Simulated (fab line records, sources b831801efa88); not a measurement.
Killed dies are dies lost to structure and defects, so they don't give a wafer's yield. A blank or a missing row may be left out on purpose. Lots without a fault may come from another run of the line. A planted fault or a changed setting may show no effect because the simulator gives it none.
Chamber matching | flow sky130 | SKY_CONTACT_CVD_00 on pecvd-04: 3 sister chambers
The step deposits Si3N4, target thk 75 nm. 6 wafers are shown with their chamber, then 7 later ones without.

WAFERS WITH THEIR CHAMBER
wafer  | chamber | heater_power_w (W)
L079.4 | 2       | 734
L086.1 | 1       | 701
L086.2 | 2       | 719
L086.5 | 0       | 874
L091.3 | 1       | 736
L091.4 | 0       | 907

WAFERS WITHOUT THEIR CHAMBER
wafer  | heater_power_w (W)
L091.5 | 743
L093.3 | 721
L093.5 | 878
L093.6 | 729
L096.1 | 754
L096.3 | 672
L096.6 | 780

WHICH CHAMBER EACH WENT THROUGH
wafer  | from the rows above     | in truth
L091.5 | can't be placed: 2 or 1 | 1
L093.3 | can't be placed: 1 or 2 | 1
L093.5 | 0                       | 0
L093.6 | can't be placed: 2 or 1 | 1
L096.1 | can't be placed: 2 or 1 | 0
L096.3 | can't be placed: 1 or 2 | 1
L096.6 | can't be placed: 2 or 1 | 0
Placed correctly: 1 of 7. Can't be placed from these rows: 6 (the true chamber is among the candidates in 4). Placed wrongly: 0.
How it was worked out, from the rows above alone: a wafer's distance from a chamber is the root of the sum, over the readings, of the square of ((its reading less the chamber's mean) divided by the reading's scatter). The wafer belongs to the nearest chamber; if the next one is less than 2 further off, it can't be placed. A chamber's mean is the mean of its shown wafers. The scatter: the root of (the sum of the squares of (reading less its chamber's mean) over the shown wafers, divided by (wafers less chambers)).
